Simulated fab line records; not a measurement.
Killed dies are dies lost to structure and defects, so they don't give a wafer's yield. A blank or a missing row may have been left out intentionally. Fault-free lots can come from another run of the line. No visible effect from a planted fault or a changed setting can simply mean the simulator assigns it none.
Which tool did it? | flow sfq_line | 14 lots with 42 wafers sampled at 4 steps, on a route of 325 steps

WHAT THE GAUGES READ, wafer by wafer
SFQ_I7_OVL_MEAS_947.
lot  | measured     | on         | I7_OVL (nm)
L937 | day 78 05:32 | overlay-02 | -6 -5 -6
L939 | day 78 18:31 | overlay-02 | -5 -3 -6
L940 | day 79 00:32 | overlay-02 | 10 7 5
L941 | day 79 02:45 | overlay-02 | 1 3 -1
L942 | day 79 08:31 | overlay-01 | -9 -2 3
L944 | day 81 07:19 | overlay-02 | -3 -1 -2
L945 | day 81 12:07 | overlay-02 | -7 -2 -5
L946 | day 81 13:26 | overlay-02 | -5 0 2
L953 | day 84 12:02 | overlay-01 | -15 -8 -9
L955 | day 84 17:12 | overlay-01 | 0 2 2
L956 | day 86 12:21 | overlay-01 | -10 -10 -9
L957 | day 88 21:50 | overlay-01 | 3 -1 0
L958 | day 88 23:02 | overlay-02 | 1 4 -1
L959 | day 89 00:14 | overlay-01 | 0 -6 1

SFQ_M8_OVL_MEAS_948.
lot  | measured     | on         | M8_OVL (nm)
L937 | day 82 16:54 | overlay-01 | -2 1 -7
L939 | day 83 10:59 | overlay-01 | -9 -15 -11
L940 | day 83 14:36 | overlay-01 | -13 10 2
L941 | day 83 16:59 | overlay-01 | 2 -5 -9
L942 | day 83 18:11 | overlay-01 | -1 2 7
L944 | day 85 11:03 | overlay-01 | -6 -4 -11
L945 | day 85 13:27 | overlay-01 | - - -
L946 | day 85 15:50 | overlay-01 | - - -
L953 | day 87 01:41 | overlay-01 | 1 -7 -3
L955 | day 87 07:41 | overlay-01 | 5 4 4
L956 | day 88 20:37 | overlay-02 | 0 10 -4
L957 | day 89 07:25 | overlay-01 | -5 -1 -9
L958 | day 89 08:37 | overlay-01 | 4 2 1
L959 | day 89 11:01 | overlay-01 | 0 -4 -3

WHICH TOOL RAN EACH LOT (tool, then ch and the chambers of the sampled wafers, then the start)
lot  | SFQ_TRILAYER_I6_METRO_MEASURE_167 | SFQ_TRILAYER_M8_LITHO_EXPOSE_194
L937 | film_metro-02, day 67 19:59       | krf_scanner-02 ch 0, day 82 15:25
L939 | film_metro-01, day 68 06:28       | krf_scanner-01 ch 0, day 83 09:30
L940 | film_metro-02, day 68 09:52       | krf_scanner-01 ch 0, day 83 13:30
L941 | film_metro-04, day 68 13:01       | krf_scanner-01 ch 0, day 83 15:30
L942 | film_metro-01, day 68 21:25       | krf_scanner-01 ch 0, day 83 16:42
L944 | film_metro-04, day 71 08:22       | krf_scanner-01 ch 0, day 85 09:45
L945 | film_metro-01, day 71 10:11       | krf_scanner-01, day 85 12:09
L946 | film_metro-01, day 71 12:59       | krf_scanner-01, day 85 14:21
L953 | film_metro-04, day 79 10:18       | krf_scanner-01 ch 0, day 87 00:12
L955 | film_metro-01, day 79 16:18       | krf_scanner-01 ch 0, day 87 06:12
L956 | film_metro-04, day 80 06:33       | krf_scanner-01 ch 0, day 88 19:08
L957 | film_metro-04, day 80 09:44       | krf_scanner-01 ch 0, day 89 05:56
L958 | film_metro-01, day 80 19:09       | krf_scanner-01 ch 0, day 89 07:08
L959 | film_metro-04, day 80 21:10       | krf_scanner-01 ch 0, day 89 09:44
- SFQ_TRILAYER_I6_METRO_MEASURE_167
- SFQ_TRILAYER_M8_LITHO_EXPOSE_194: exposes mask M8, target cd 2000 nm.

AS READ BY THE TOOLS THEMSELVES (means over the sampled wafers that have a number; for cases with no such wafer, the mark the record gives instead)
SFQ_TRILAYER_I6_METRO_MEASURE_167.
lot  | tool          | thk_nm (nm)
L937 | film_metro-02 | 202.1
L939 | film_metro-01 | 201.1
L940 | film_metro-02 | 199.8
L941 | film_metro-04 | 200.5
L942 | film_metro-01 | 200.6
L944 | film_metro-04 | 200.2
L945 | film_metro-01 | 200.9
L946 | film_metro-01 | 201.0
L953 | film_metro-04 | 199.3
L955 | film_metro-01 | 199.9
L956 | film_metro-04 | 198.5
L957 | film_metro-04 | 198.6
L958 | film_metro-01 | 199.8
L959 | film_metro-04 | 199.1

SFQ_TRILAYER_M8_LITHO_EXPOSE_194.
lot  | tool           | exposure_dose_mJ_cm2 | focus_offset_nm (nm) | reticle_temp_C (C)
L937 | krf_scanner-02 | 14.401               | 0.2                  | 23.08
L939 | krf_scanner-01 | 14.404               | 0.1                  | 22.93
L940 | krf_scanner-01 | 14.405               | -0.5                 | 23.13
L941 | krf_scanner-01 | 14.369               | 0.2                  | 23.05
L942 | krf_scanner-01 | 14.413               | -0.6                 | 22.97
L944 | krf_scanner-01 | 14.423               | -0.3                 | 22.96
L945 | krf_scanner-01 | -                    | -                    | -
L946 | krf_scanner-01 | -                    | -                    | -
L953 | krf_scanner-01 | 14.399               | 0.9                  | 22.99
L955 | krf_scanner-01 | 14.405               | 0.2                  | 23.09
L956 | krf_scanner-01 | 14.407               | 0.2                  | 23.01
L957 | krf_scanner-01 | 14.392               | 1.0                  | 22.90
L958 | krf_scanner-01 | 14.390               | -0.5                 | 22.96
L959 | krf_scanner-01 | 14.402               | 0.2                  | 23.02

THE ANSWER, worked out from the rows above alone
Rule: what is usual is taken from the lots themselves. The widest of any qualifying gaps counts: lots, ordered by their means at a reading, are off when they make up no more than a third of the lots, leave a main group of 4 or more, and stand apart from it by 3 or more times the standard deviation of that group's means. A main group whose means are all the same, to the digits that the tables above print for the reading, isn't used. A lot without any number at a reading at which 4 lots or more have one is off too. The other lots that the step has rows for count as sound. First the gauges in route order, then the tools' own readings, where a lot's mean is used as printed above. The first step at which some lot is off is used, and at that step the reading that is off furthest; a lot without a number counts as furthest.
Off: L945, L946, at SFQ_M8_OVL_MEAS_948 (M8_OVL). Without a number there: L945, L946. Mean -2 nm and standard deviation 4.4 in the main group.
A tool fits if, at a process step before that reading, it ran every lot that is off, and no sound lot after the first of them. The gauges at SFQ_M8_OVL_MEAS_948 aren't tried: what is off there is off at SFQ_TRILAYER_M8_LITHO_EXPOSE_194 too, on other tools, and a gauge's error can't cause that. None of those tried fits.

WHAT WAS PUT IN BY THE SIMULATOR
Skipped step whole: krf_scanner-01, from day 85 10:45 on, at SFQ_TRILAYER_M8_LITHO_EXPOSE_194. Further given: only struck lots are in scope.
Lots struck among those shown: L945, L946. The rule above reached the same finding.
